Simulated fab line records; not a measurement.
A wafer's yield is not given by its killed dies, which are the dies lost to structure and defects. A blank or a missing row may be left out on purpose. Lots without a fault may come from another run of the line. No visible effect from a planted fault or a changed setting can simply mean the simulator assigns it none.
Code-filled problem report in 8D (eight disciplines) form -- flow sky130 -- the parts of the form that need people (team, actions taken, sign-off) are left out

== 1. WHAT IS WRONG ==
Mean of strip time to endpoint s at SKY_CAP2M_STRIP_14: 13.95 s over 2 wafers from 1 lot, against 12.67 s (standard deviation 0.04) on wafers with no fault. That puts it +32 standard deviations away from the usual mean.
The step: strips in O2/N2.
Seen first at day 44 20:55 on plasma asher-04, wafer L546.2. Wafers with a number at this step in the record: 15, from 5 lots. By rule, "out" or "out of limits" means more than 4 standard deviations away from the usual mean. The rest of the wafers with a number are treated as sound.

== 2. WHAT IT IS AND WHAT IT IS NOT ==
question,is,is not
which readings at this step,strip time to endpoint s,"drypump motor current A, o2 flow sccm, oes product au"
which lots,L546,"L533, L539, L555, L556"
which wafers of those lots,"L546.2, L546.4",L546.6
read on which tools,plasma asher-04,"plasma asher-01, plasma asher-02"
when,from day 44 20:55,"up to then (7 sound wafers); but 6 sound wafers of L555, L556 came after"

== 3. WHAT RULES OUT EACH SUSPECT ==
Counting: any tool at a process step up to the reading remains a suspect provided it ran every lot that is out. Sound lots after the first of them don't rule it out here, since some wafers of a struck lot are sound.
- pvd sputter-02 at SKY_METAL4_SPUTTER_01 (material TiN, target thk 20 nm, time 16.7 s): kept. It ran the lot that is out, L546 (day 43 22:17).
- pvd sputter-02 at SKY_METAL4_SPUTTER_02 (material AlCu, target thk 735 nm, time 39.1 s): kept. It ran the lot that is out, L546 (day 43 22:19).
- pvd sputter-02 at SKY_METAL4_SPUTTER_03 (material Ti, target thk 5 nm, time 3.3 s): kept. It ran the lot that is out, L546 (day 43 22:22).
- pecvd-01 at SKY_CAP2M_CVD_00 (deposits SiO2, target thk 15.5 nm): kept. The lot that is out, L546, ran on it at day 43 22:26; the last sound lot it ran before that was L539, at day 41 11:19.
- pvd sputter-03 at SKY_CAP2M_SPUTTER_02 (material TiN, target thk 200 nm, time 166.7 s): kept. The lot that is out, L546, ran on it at day 43 22:31; the last sound lot it ran before that was L533, at day 39 09:48.
- litho track-01 at SKY_CAP2M_COAT_07 (resist thk 1140 nm): kept. The lot that is out, L546, ran on it at day 44 09:22; the last sound lot it ran before that was L539, at day 41 22:56.
- rie metal-02 at SKY_CAP2M_METAL_ETCH_13 (etches TiN in Cl2/BCl3, stops on SiO2, target depth 220 nm, time 62.9 s): kept. The lot that is out, L546, ran on it at day 44 20:50; the last sound lot it ran before that was L539, at day 42 10:35.
- plasma asher-04 at SKY_CAP2M_STRIP_14 (strips in O2/N2): kept. The lot that is out, L546, ran on it at day 44 20:55; the last sound lot it ran before that was L539, at day 42 10:39. Its own readings are out on those wafers: strip time to endpoint s.
Left after counting: pvd sputter-02 at SKY_METAL4_SPUTTER_01, pvd sputter-02 at SKY_METAL4_SPUTTER_02, pvd sputter-02 at SKY_METAL4_SPUTTER_03, pecvd-01 at SKY_CAP2M_CVD_00, pvd sputter-03 at SKY_CAP2M_SPUTTER_02, litho track-01 at SKY_CAP2M_COAT_07, rie metal-02 at SKY_CAP2M_METAL_ETCH_13, plasma asher-04 at SKY_CAP2M_STRIP_14.

== 4. THE CAUSE (what the simulator had put in) ==
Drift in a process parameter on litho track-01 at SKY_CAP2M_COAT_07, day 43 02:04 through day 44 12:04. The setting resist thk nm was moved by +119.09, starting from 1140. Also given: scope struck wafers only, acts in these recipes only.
After counting, 8 suspects remain, this tool included.

== 5. SEQUENCE OF EFFECTS, ordered by route ==
One row per reading whose mean, taken over the struck wafers that have a number, lies over 3 standard deviations from the usual. Only readings whose record carries a usual standard deviation are examined. hours: median over the lots of the time between each lot's start at the first step of this table that gives one and its start at this step. sigmas: the change, counted in usual standard deviations.
hours,step,reading,usual,on struck wafers,change,sigmas
0,SKY_CAP2M_STRIP_14,strip time to endpoint s,12.67 s,13.95,+1.28,+32
Process steps it contains:
- SKY_CAP2M_STRIP_14: strips in O2/N2.

== 6. HOW IT WOULD HAVE BEEN CAUGHT EARLIER ==
The fault began at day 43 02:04; the first out-of-limits reading in this record came at day 44 20:55, 43 hours later.
By day 44 20:55 the whole set of lots that are out, 1 in number, had already begun SKY_CAP2M_COAT_07 on litho track-01. None of them would have been spared by holding the tool at that moment.
